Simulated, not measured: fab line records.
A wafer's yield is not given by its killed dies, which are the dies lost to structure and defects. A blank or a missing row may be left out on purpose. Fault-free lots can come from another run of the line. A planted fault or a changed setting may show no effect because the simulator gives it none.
fab line records ; flow sky130
record: lots: 8; wafers: 24; lastDay: 50
route steps=708 shown SONOS_ONO@173 LDD_HVN@274 SPACER@304 POLY_CUT@319 PAD_OPEN@708
lots with no fault: from the same line, run without faults
startH: the number of hours between the record's first day and the start of the first shown wafer of the lot ; waitH: hours from the lot's prior step to this one ; " the same as in the row above ; L1.1+2: a single row standing in for several wafers ; - no value, or no start was given ; * or withheld: withheld ; < > ~ a bound
route shown NAME@n: a module of which the file shows steps, and the number in the route of the first ; usual: mean/standard deviation of fault-free wafers ; same: alike in all rows ; chamber/n: place in a boat ; sites: readings site by site ; _std_site: their standard deviation ; _edge_site: mean of outer sites minus mean of inner sites ; radiusMm: for every site, how far away it sits from the centre of the wafer ; mask NAME#n: copy n ; behind: tool/chamber where the wafer was last shaped ; hold: reason for holding the lot/hours on hold/outcome of the hold ; device: which transistor (n, p or np) failed to switch ; end of line: tests run on the same wafers once the route is complete ; where a step has no rows: the recipe by itself ; killed: not the wafer's yield, but the dies lost to structure and defects at the first sort ; map: per-die view of a wafer (x killed, . not killed, _ where there is no die)
set.NAME: setting as actually run; set.NAME@STEP: the setting as run at that earlier step ; model.NAME: the simulator's own value behind a step, which no gauge read
the route's steps for a sample of lots (tables are steps, rows are wafers)
services: a tool's chamber out of use, with start hour (startH, from the record's first day; less than 0 if before it), hours out, and reason
== steps ==
step: SKY_SONOS_ONO_THK_MEAS_05
recipe: reads: SiO2_of_SONOS_ONO_CVD_04
usual: SONOS_ONO_CVD_04_THK: 5.68/0.12
lot.wafer;tool;chamber;startH;waitH;SONOS_ONO_CVD_04_THK[nm]
L210.2;filmMetro-02;-;248.87;0.0;5.86
L210.3;filmMetro-02;-;248.87;0.0;5.67
L210.4;filmMetro-02;-;248.87;0.0;5.66
L211.1;filmMetro-04;-;260.12;0.1;5.77
L211.5;filmMetro-04;-;260.12;0.1;5.84
L211.6;filmMetro-04;-;260.12;0.1;5.75
L212.2;filmMetro-04;-;263.44;0.0;5.64
L212.5;filmMetro-04;-;263.44;0.0;5.60
L212.6;filmMetro-04;-;263.44;0.0;5.71
L213.1;filmMetro-04;-;268.88;0.0;5.78
L213.4;filmMetro-04;-;268.88;0.0;5.80
L213.6;filmMetro-04;-;268.88;0.0;5.68
L214.2;filmMetro-02;-;282.97;0.0;5.66
L214.3;filmMetro-02;-;282.97;0.0;5.59
L214.6;filmMetro-02;-;282.97;0.0;5.58
L220.2;filmMetro-04;-;328.41;0.0;5.48
L220.3;filmMetro-04;-;328.41;0.0;5.45
L220.5;filmMetro-04;-;328.41;0.0;5.44
L221.3;filmMetro-04;-;354.43;0.0;5.69
L221.5;filmMetro-04;-;354.43;0.0;5.60
L221.6;filmMetro-04;-;354.43;0.0;5.70
L233.2;filmMetro-02;-;442.05;0.0;5.65
L233.3;filmMetro-02;-;442.05;0.0;5.69
L233.5;filmMetro-02;-;442.05;0.0;5.64
step: SKY_LDD_HVN_OVL_MEAS_07
usual: LDD_HVN_OVL: -0.1/1.8
lot.wafer;tool;chamber;startH;waitH;LDD_HVN_OVL[nm]
L210.2;overlay-02;-;465.38;0.1;-2.7
L210.3;overlay-02;-;465.38;0.1;-3.0
L210.4;overlay-02;-;465.38;0.1;-2.5
L213.1;overlay-01;-;479.17;0.1;-0.3
L213.4;overlay-01;-;479.17;0.1;-2.4
L213.6;overlay-01;-;479.17;0.1;-1.1
L211.1;overlay-02;-;479.20;0.1;-0.1
L211.5;overlay-02;-;479.20;0.1;-1.5
L211.6;overlay-02;-;479.20;0.1;-0.9
L212.2;overlay-01;-;480.78;0.1;-1.1
L212.5;overlay-01;-;480.78;0.1;-2.0
L212.6;overlay-01;-;480.78;0.1;-2.1
L214.2;overlay-01;-;493.51;0.1;-0.3
L214.3;overlay-01;-;493.51;0.1;0.1
L214.6;overlay-01;-;493.51;0.1;0.0
L220.2;overlay-01;-;557.98;0.1;1.6
L220.3;overlay-01;-;557.98;0.1;0.6
L220.5;overlay-01;-;557.98;0.1;1.7
L221.3;overlay-02;-;578.43;0.1;1.8
L221.5;overlay-02;-;578.43;0.1;-0.7
L221.6;overlay-02;-;578.43;0.1;2.4
L233.2;overlay-02;-;661.11;0.1;-0.7
L233.3;overlay-02;-;661.11;0.1;2.3
L233.5;overlay-02;-;661.11;0.1;0.4
step: SKY_SPACER_CVD_00
recipe: material: Si3N4; precursor: DCS/NH3; targetThkNm: 43.1; tempC: 770; timeS: 740; pressureMtorr: 250
usual: pressureMtorr: 250.0/0.5; zonePowerTopPct: 27.9/1.2
lot.wafer;tool;chamber;startH;waitH;pressureMtorr;zonePowerTopPct
L210.2;lpcvd-02;0;528.82;0.0;250.0;26.7
L210.3;lpcvd-02;0;528.82;0.0;250.1;26.8
L210.4;lpcvd-02;0;528.82;0.0;249.0;27.3
L213.1;lpcvd-02;0;542.52;0.6;249.7;26.7
L213.4;lpcvd-02;0;542.52;0.6;249.5;27.0
L213.6;lpcvd-02;0;542.52;0.6;249.9;27.1
L211.1;lpcvd-02;0;543.72;1.2;250.0;27.3
L211.5;lpcvd-02;0;543.72;1.2;249.5;26.9
L211.6;lpcvd-02;0;543.72;1.2;249.9;27.7
L212.2;lpcvd-02;0;546.29;2.5;249.8;26.9
L212.5;lpcvd-02;0;546.29;2.5;250.3;26.7
L212.6;lpcvd-02;0;546.29;2.5;249.8;27.0
L214.2;lpcvd-02;0;556.44;1.2;250.4;26.6
L214.3;lpcvd-02;0;556.44;1.2;250.1;27.2
L214.6;lpcvd-02;0;556.44;1.2;250.1;27.0
L220.2;lpcvd-02;1;618.16;0.3;250.5;29.5
L220.3;lpcvd-02;1;618.16;0.3;250.4;29.6
L220.5;lpcvd-02;1;618.16;0.3;250.2;29.4
L221.3;lpcvd-02;0;636.96;0.0;249.7;26.5
L221.5;lpcvd-02;0;636.96;0.0;250.2;27.4
L221.6;lpcvd-02;0;636.96;0.0;250.0;27.1
L233.2;lpcvd-02;1;720.55;1.5;249.8;29.6
L233.3;lpcvd-02;1;720.55;1.5;249.6;29.2
L233.5;lpcvd-02;1;720.55;1.5;250.0;29.6
step: SKY_SPACER_THK_MEAS_01
recipe: reads: Si3N4_of_SPACER_CVD_00
usual: SPACER_CVD_00_THK: 43.1/0.41
lot.wafer;tool;chamber;startH;waitH;SPACER_CVD_00_THK[nm]
L210.2;filmMetro-02;-;530.64;0.0;43.2
L210.3;filmMetro-02;-;530.64;0.0;42.5
L210.4;filmMetro-02;-;530.64;0.0;43.0
L213.1;filmMetro-01;-;543.72;0.0;43.1
L213.4;filmMetro-01;-;543.72;0.0;43.3
L213.6;filmMetro-01;-;543.72;0.0;42.7
L211.1;filmMetro-01;-;544.93;0.0;42.8
L211.5;filmMetro-01;-;544.93;0.0;42.7
L211.6;filmMetro-01;-;544.93;0.0;42.6
L212.2;filmMetro-01;-;547.50;0.0;42.7
L212.5;filmMetro-01;-;547.50;0.0;42.8
L212.6;filmMetro-01;-;547.50;0.0;42.8
L214.2;filmMetro-01;-;557.65;0.0;43.8
L214.3;filmMetro-01;-;557.65;0.0;43.6
L214.6;filmMetro-01;-;557.65;0.0;43.8
L220.2;filmMetro-01;-;619.37;0.0;64.5
L220.3;filmMetro-01;-;619.37;0.0;64.0
L220.5;filmMetro-01;-;619.37;0.0;64.3
L221.3;filmMetro-03;-;638.79;0.0;63.9
L221.5;filmMetro-03;-;638.79;0.0;64.3
L221.6;filmMetro-03;-;638.79;0.0;64.4
L233.2;filmMetro-03;-;721.77;0.0;42.7
L233.3;filmMetro-03;-;721.77;0.0;42.8
L233.5;filmMetro-03;-;721.77;0.0;43.0
step: SKY_SPACER_ETCHBACK_02
recipe: chemistry: CH3F/O2; target: Si3N4; stopOn: SiO2; sourceW: 400; biasW: 80; pressureMtorr: 25; ch3fFlowSccm: 40; O2_flow_sccm: 30; timeS: 46.7; targetDepthA: 450
usual: drypumpMotorCurrentA: 6.0/0.42; oesProductAu: 0.855/0.006; rfFwdPowerW: 396.8/1.3; throttleValvePct: 10.562/0.009
lot.wafer;tool;chamber;startH;waitH;drypumpMotorCurrentA;oesProductAu;rfFwdPowerW;rfHoursCounterH;throttleValvePct
L210.2;rieDiel-02;3;530.69;0.0;5.6;0.856;397.5;1;10.562
L210.3;rieDiel-02;1;530.69;0.0;5.2;0.845;396.2;60;10.548
L210.4;rieDiel-02;2;530.69;0.0;6.1;0.850;396.2;17;10.590
L213.1;rieDiel-04;1;543.78;0.1;6.8;0.854;399.2;3;10.558
L213.4;rieDiel-04;0;543.78;0.1;5.9;0.853;398.5;55;10.557
L213.6;rieDiel-04;3;543.78;0.1;6.0;0.850;398.0;-;10.559
L211.1;rieDiel-04;3;544.99;0.1;6.0;0.853;395.5;7;10.573
L211.5;rieDiel-04;1;544.99;0.1;6.8;0.848;396.1;-;10.571
L211.6;rieDiel-04;0;544.99;0.1;5.9;0.844;397.6;-;10.549
L212.2;rieDiel-01;2;547.55;0.0;6.2;0.844;397.7;39;10.545
L212.5;rieDiel-01;0;547.55;0.0;6.6;0.853;396.7;-;10.559
L212.6;rieDiel-01;1;547.55;0.0;5.3;0.851;396.3;-;10.554
L214.2;rieDiel-01;3;557.70;0.0;5.5;0.857;396.9;0;10.564
L214.3;rieDiel-01;1;557.70;0.0;5.3;0.865;397.2;37;10.575
L214.6;rieDiel-01;0;557.70;0.0;6.6;0.866;398.6;-;10.576
L220.2;rieDiel-02;0;619.42;0.0;6.5;0.987;397.3;55;10.576
L220.3;rieDiel-02;1;619.42;0.0;5.2;0.995;395.2;63;10.574
L220.5;rieDiel-02;2;619.42;0.0;6.1;0.997;398.0;-;10.585
L221.3;rieDiel-04;2;638.83;0.0;6.1;1.004;395.9;8;10.581
L221.5;rieDiel-04;2;638.83;0.0;6.0;1.002;396.8;-;10.572
L221.6;rieDiel-04;3;638.83;0.0;5.9;1.005;398.1;-;10.578
L233.2;rieDiel-04;1;721.82;0.0;6.8;0.858;397.3;7;10.576
L233.3;rieDiel-04;0;721.82;0.0;5.9;0.855;398.9;0;10.571
L233.5;rieDiel-04;1;721.82;0.0;6.8;0.858;397.9;-;10.548
step: SKY_POLY_CUT_STRIP_12
recipe: chemistry: O2/N2; powerW: 1400; pressureMtorr: 1500; platenTempC: withheld; o2FlowSccm: 3000; n2FlowSccm: 300; overashFraction: 0.5
usual: drypumpMotorCurrentA: 5.6/0.53; oesProductAu: 0.452/0.0049; stripTimeToEndpointS: 5.360/0.017
lot.wafer;tool;chamber;startH;waitH;drypumpMotorCurrentA;oesProductAu;rfHoursCounterH;stripTimeToEndpointS
L210.2;plasmaAsher-03;0;561.71;0.0;5.4;0.450;73;5.360
L210.3;plasmaAsher-03;1;561.71;0.0;5.8;0.456;-;5.339
L210.4;plasmaAsher-03;0;561.71;0.0;5.4;0.447;-;5.349
L213.1;plasmaAsher-01;1;574.76;0.0;6.2;0.465;89;5.376
L213.4;plasmaAsher-01;0;574.76;0.0;4.8;0.457;-;5.386
L213.6;plasmaAsher-01;1;574.76;0.0;6.2;0.455;-;5.377
L211.1;plasmaAsher-03;1;576.76;0.0;5.8;0.452;74;5.366
L211.5;plasmaAsher-03;1;576.76;0.0;5.7;0.446;-;5.356
L211.6;plasmaAsher-03;0;576.76;0.0;5.4;0.455;-;5.368
L212.2;plasmaAsher-04;1;579.01;0.0;6.0;0.450;15;5.350
L212.5;plasmaAsher-04;0;579.01;0.0;5.9;0.445;-;5.350
L212.6;plasmaAsher-04;1;579.01;0.0;6.0;0.450;-;5.361
L214.2;plasmaAsher-01;0;588.13;0.0;4.8;0.451;90;5.348
L214.3;plasmaAsher-01;0;588.13;0.0;4.8;0.454;-;5.363
L214.6;plasmaAsher-01;0;588.13;0.0;4.8;0.453;-;5.337
L233.2;plasmaAsher-01;1;748.41;0.0;6.2;0.446;1;5.364
L233.3;plasmaAsher-01;1;748.41;0.0;6.2;0.451;-;5.358
L233.5;plasmaAsher-01;0;748.41;0.0;4.8;0.451;-;5.365
step: SKY_PAD_OPEN_PROBE_99
usual: killed_at_M0_to_M3: 43/7; killed_at_M4_up: 3.5/1.9; killedAtContacts: 24/5.3; killedAtFrontEnd: 15/4.4; killedAtOther: 0.3/0.69; killedDies: 87/9.7; killedOnRim: 17/4.3; killedOpen: 48/7; killedShort: 39/6.4
same: grossDies: 492; killedAtBackSide: 0
lot.wafer;tool;chamber;startH;waitH;killed_at_M0_to_M3;killed_at_M4_up;killedAtContacts;killedAtFrontEnd;killedAtOther;killedDies;killedOnRim;killedOpen;killedShort
L220.2;prober-02;-;1136.22;0.1;43;6;32;411;0;492;96;59;36
L220.3;prober-02;-;1136.27;0.2;34;5;23;430;0;492;96;47;33
L220.5;prober-02;-;1136.37;0.2;44;0;18;429;1;492;96;40;36
L221.3;prober-01;-;1146.48;0.2;51;1;25;411;4;492;96;62;35
L221.5;prober-01;-;1146.58;0.2;37;3;26;424;2;492;96;38;46
L221.6;prober-01;-;1146.63;0.2;42;3;30;417;0;492;96;53;37
killed by level:class
L220.2 SPACER:areaEtchback=397 CONTACT:geometricParticle:open=14 VIA1:geometricParticle:open=13 LI_CONTACT:geometricParticle:open=9 VIA3:geometricParticle:open=6 VIA2:geometricParticle:open=6 METAL4:geometricParticle:short=5 LI_CONTACT:geometricParticle:short=4
L220.3 SPACER:areaEtchback=412 VIA2:geometricParticle:open=10 VIA1:geometricParticle:open=9 CONTACT:geometricParticle:open=9 METAL1:geometricParticle:short=7 CONTACT:geometricParticle:short=6 FIELD_ISO:geometricParticle:open=4 LI_CONTACT:geometricParticle:open=4
L220.5 SPACER:areaEtchback=416 VIA1:geometricParticle:open=12 CONTACT:geometricParticle:open=8 METAL3:geometricParticle:short=8 LI_CONTACT:geometricParticle:open=6 VIA2:geometricParticle:open=6 VIA2:geometricParticle:short=6 FIELD_ISO:geometricParticle:short=4
L221.3 SPACER:areaEtchback=392 VIA1:geometricParticle:open=13 CONTACT:geometricParticle:open=11 FIELD_ISO:geometricParticle:open=8 LI_CONTACT:geometricParticle:open=7 VIA3:geometricParticle:open=6 VIA2:geometricParticle:open=6 VIA1:geometricParticle:short=5
L221.5 SPACER:areaEtchback=406 CONTACT:geometricParticle:open=12 VIA1:geometricParticle:open=9 VIA3:geometricParticle:short=8 FIELD_ISO:geometricParticle:short=7 CONTACT:geometricParticle:short=6 METAL1:geometricParticle:short=5 FIELD_ISO:geometricParticle:open=4
L221.6 SPACER:areaEtchback=402 LI_CONTACT:geometricParticle:open=8 CONTACT:geometricParticle:open=8 VIA1:geometricParticle:open=8 VIA2:geometricParticle:open=8 VIA3:geometricParticle:open=8 FIELD_ISO:geometricParticle:short=6 CONTACT:geometricParticle:short=6
== services ==
tool;chamber;startH;hours;kind
rieDiel-02;2;510.63;2.7;repair
rieDiel-02;0;513.14;5.7;repair
plasmaAsher-01;-;515.63;0.7;repair
plasmaAsher-01;-;536.44;0.5;repair
rieDiel-01;-;560.20;2.8;pm
rieDiel-01;3;573.08;19.2;repair
rieDiel-02;0;580.50;19.8;repair
lpcvd-02;-;588.69;6.0;pm
plasmaAsher-01;-;598.70;3.7;repair
rieDiel-04;0;619.45;4.8;repair
rieDiel-04;-;621.03;2.8;pm
rieDiel-04;1;636.65;4.6;repair
plasmaAsher-01;-;638.17;2.9;repair
rieDiel-02;0;669.06;5.4;repair
rieDiel-02;2;671.71;14.9;repair
rieDiel-04;0;676.48;-;clean
rieDiel-04;0;676.48;13.5;scheduledDown
rieDiel-04;0;676.48;13.5;ventCycle
rieDiel-04;1;678.51;14.4;repair
plasmaAsher-03;-;685.57;7.5;repair
rieDiel-02;2;703.56;3.1;repair
rieDiel-02;-;706.69;2.8;pm
plasmaAsher-03;-;733.12;14.6;pm
plasmaAsher-01;-;733.75;9.0;pm
== key ==
firstSign: step: SKY_SPACER_THK_MEAS_01; reading: SPACER_CVD_00_THK; direction: up; sigmas: 51; usual: 43.1; struck: 64.2
effect: step: SKY_SPACER_ETCHBACK_02; reading: oesProductAu; direction: up; sigmas: 24; usual: 0.855; struck: 0.998
effect: step: SKY_PAD_OPEN_PROBE_99; reading: killedAtFrontEnd; direction: up; sigmas: 93; usual: 15; struck: 420
moreKillsBornAt: SKY_SPACER_ETCHBACK_02@rieDiel-02: 1225; SKY_SPACER_ETCHBACK_02@rieDiel-04: 1200
metAt SKY_SPACER_CVD_00
struckLots L220,L221
laterRowsLeftOut L220.2,L220.3,L220.5,L221.3,L221.5,L221.6
testerLeftOut L220,L221
notActingAt SKY_SONOS_ONO_THK_MEAS_05,SKY_LDD_HVN_OVL_MEAS_07,SKY_POLY_CUT_STRIP_12
onsetBetween 556.44 618.16
fault: kind: processParameterDrift; tool: lpcvd-02; chamber: -; onsetH: 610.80; steps: SKY_SPACER_CVD_00; channel: targetThkNm; offset: 21.512; shape: step; endH: 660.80; actsIn: theseRecipesOnly; stated: 43.1
testerLeftOut: of these lots the tester's yield and bins aren't shown, on N5 and GAA mostly nor the transistor test; their killed dies are dies lost to structure and defects alone, not to doping, threshold or leakage, so they don't give the yield
laterRowsLeftOut: the simulator's readings of these wafers behind a module that went badly wrong aren't trusted and aren't shown, but for the sort
